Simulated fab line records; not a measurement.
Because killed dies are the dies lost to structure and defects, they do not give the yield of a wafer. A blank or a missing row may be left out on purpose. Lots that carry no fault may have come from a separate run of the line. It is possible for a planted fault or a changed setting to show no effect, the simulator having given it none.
Comparing a struck lot with a sound one | flow sky130 | 44 out of 708 route steps
Sound: wafers L270.4, L270.5, L270.6. Struck: wafers L276.1, L276.2, L276.6. The cause is named last.
Order at every step that has rows: each side's tool, ch and its chambers, its first start. Under that, the readings that differ: sound wafers | struck wafers | difference of the means | sigmas: that difference in standard deviations of wafers without a fault.
alike: readings whose means differ by less than 2 such deviations, and words and numbers that are the same on both sides. not compared: withheld readings, readings that some wafer has no value for, bounds like >300 that may hide the same value, and numbers for which the record gives no deviation and whose values overlap.
Wherever a step has rows on one side only, a row that says differs or no value, or a row with sigmas, the two part there. When numbers do not overlap yet have no deviation, they are printed without sigmas and do not part them. A reading missing from all wafers of one side parts the sides only when that side holds two or more wafers.

first, 2 steps without rows for these wafers: SKY_DNWELL_DEVELOP_06 (develop time 60 s); SKY_DNWELL_IMPLANT_07.
SKY_DNWELL_STRIP_08: strips in O2/N2.
  sound on plasmaAsher-03 ch 0,1, day 3 12:36; struck on plasmaAsher-04 ch 0,1, day 4 16:40
  alike: drypumpMotorCurrentA, o2FlowSccm, oesProductAu, stripTimeToEndpointS
  not compared: rfHoursCounterH
SKY_DNWELL_TW_MEAS_09:
  struck on filmMetro-04, day 4 16:46; sound on filmMetro-03, day 3 12:42
  alike: DNWELL_TW
then, 7 steps without rows for these wafers: SKY_PWDE_DEHYDRATE_00 (time 60 s); SKY_PWDE_HMDS_01 (prime time 60 s); SKY_PWDE_COAT_02 (resist thk 3000 nm); SKY_PWDE_SOFTBAKE_03; SKY_PWDE_EXPOSE_04 (exposes mask PWDEM, target cd 840 nm); SKY_PWDE_PEB_05; SKY_PWDE_DEVELOP_06 (develop time 60 s).
SKY_PWDE_OVL_MEAS_07:
  struck on overlay-01, day 5 09:40; sound on overlay-02, day 4 04:05
  alike: PWDE_OVL
SKY_PWDE_IMPLANT_08:
  sound on implanter-01 ch 0, day 4 04:11; struck on implanter-02 ch 0, day 5 09:41
reading          | sound            | struck            | difference | sigmas
beamOnS (s)      | 10.09 9.88 10.33 | 13.59 13.86 13.38 | +3.51      | +20
faradayCurrentUA | 20.2 20.5 19.6   | 14.9 14.6 15.2    | -5.2       | -14
  alike: beamEnergyKeV
SKY_PWDE_STRIP_09: strips in O2/N2.
  sound on plasmaAsher-03 ch 0,1, day 4 04:17; struck on plasmaAsher-03 ch 0,1, day 5 09:50
  alike: drypumpMotorCurrentA, o2FlowSccm, oesProductAu, stripTimeToEndpointS
  not compared: rfHoursCounterH
SKY_PWDE_TW_MEAS_10:
  struck on filmMetro-03, day 5 09:56; sound on filmMetro-02, day 4 04:23
reading | sound       | struck      | difference | sigmas
PWDE_TW | 369 368 368 | 413 413 412 | +44        | +12
then, 7 steps without rows for these wafers: SKY_NWELL_DEHYDRATE_03 (time 57.57 s); SKY_NWELL_HMDS_04 (prime time 60 s); SKY_NWELL_COAT_05 (resist thk 3000 nm); SKY_NWELL_SOFTBAKE_06; SKY_NWELL_EXPOSE_07 (exposes mask NWM, target cd 840 nm); SKY_NWELL_PEB_08; SKY_NWELL_DEVELOP_09 (develop time 60 s).
SKY_NWELL_OVL_MEAS_10:
  struck on overlay-02, day 6 03:35; sound on overlay-01, day 4 22:00
  alike: NWELL_00_OVL
then, 3 steps without rows for these wafers: SKY_NWELL_IMPLANT_11; SKY_NWELL_IMPLANT_12; SKY_NWELL_IMPLANT_13.
SKY_NWELL_STRIP_14: strips in O2/N2.
  sound on plasmaAsher-02 ch 0,1, day 4 22:30; struck on plasmaAsher-03 ch 0,1, day 6 04:04
  alike: drypumpMotorCurrentA, o2FlowSccm, oesProductAu, stripTimeToEndpointS
  not compared: rfHoursCounterH
SKY_NWELL_TW_MEAS_15:
  struck on filmMetro-02, day 6 04:10; sound on filmMetro-03, day 4 22:36
reading  | sound          | struck         | difference | sigmas
NWELL_TW | 1825 1820 1828 | 1794 1787 1797 | -32        | -2
then, 7 steps without rows for these wafers: SKY_NWELL_DEHYDRATE_16 (time 60 s); SKY_NWELL_HMDS_17 (prime time 60 s); SKY_NWELL_COAT_18 (resist thk 3000 nm); SKY_NWELL_SOFTBAKE_19; SKY_NWELL_EXPOSE_20 (exposes mask NWM COMPLEMENT, target cd 840 nm); SKY_NWELL_PEB_21; SKY_NWELL_DEVELOP_22 (develop time 60 s).
SKY_NWELL_OVL_MEAS_23:
  struck on overlay-02, day 6 23:43; sound on overlay-02, day 5 15:43
  alike: NWELL_01_OVL
next, for these wafers, 1 step has no rows: SKY_NWELL_IMPLANT_24.
SKY_NWELL_STRIP_25: strips in O2/N2.
  sound on plasmaAsher-02 ch 0,1, day 5 15:56; struck on plasmaAsher-03 ch 0,1, day 6 23:53
  alike: drypumpMotorCurrentA, o2FlowSccm, oesProductAu, stripTimeToEndpointS
  not compared: rfHoursCounterH
SKY_NWELL_TW_MEAS_26:
  struck on filmMetro-04, day 6 23:59; sound on filmMetro-04, day 5 16:01
  alike: NWELL_2_TW
then, 1 step without rows for these wafers: SKY_NWELL_CLEAN_27 (cleans in SC1/SC2, time 150 s).
SKY_NWELL_RTA_28: time 30 s.
  sound on rtpAnneal-01 ch 0, day 5 16:09; struck on rtpAnneal-02 ch 0, day 7 00:07
  alike: lampPowerPct, rampDownCPerS, wafer_temp_C_max
SKY_NWELL_RS_MEAS_29: measurement is done with a four-point probe.
  struck on filmMetro-03, day 7 00:13; sound on filmMetro-03, day 5 16:16
  alike: NWELL_RS
SKY_NWELL_RS_MEAS_31: measurement is done with a four-point probe.
  struck on filmMetro-03, day 7 00:27; sound on filmMetro-03, day 5 16:30
reading          | sound          | struck         | difference | sigmas
PWDE_RS (ohm/sq) | 5271 5304 5292 | 4134 4125 4133 | -1158      | -68
-- the record jumps here: 41 days lie between the struck wafers' starts before and after (it left off in module NWELL and takes up again in module PAD_OPEN, whose first step shown is number 708 of the route) --
SKY_PAD_OPEN_PROBE_99:
  struck on prober-02, day 47 12:52; sound on prober-02, day 46 07:31
reading                               | sound                         | struck         | difference | sigmas
model.etest.res_p_drift_20v.lineOhmUm | 1.094e+04 1.159e+04 1.248e+04 | 8367 8932 8328 | -3128      | 
model.etest.res_p_drift_20v.rsOhmSq   | 9267 9596 1.051e+04           | 7066 7450 6982 | -2625      | 
model.etest.resPwdeUnderGate.rsOhmSq  | 6181 6214 6167                | 4648 4621 4610 | -1561      | 
  alike: killed_at_M0_to_M3, killed_at_M4_up, killedAtContacts, killedAtFrontEnd, killedAtOther, killedDies, killedOpen, killedShort

== WHERE THEY PART ==
At SKY_PWDE_IMPLANT_08 first; at SKY_NWELL_RS_MEAS_31 last (within this record only). Later steps at which nothing parts them and some readings are alike: SKY_PAD_OPEN_PROBE_99.

WHY: what the simulator had put in
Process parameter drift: implanter-02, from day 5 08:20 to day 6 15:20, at SKY_PWDE_IMPLANT_08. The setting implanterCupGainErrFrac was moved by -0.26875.
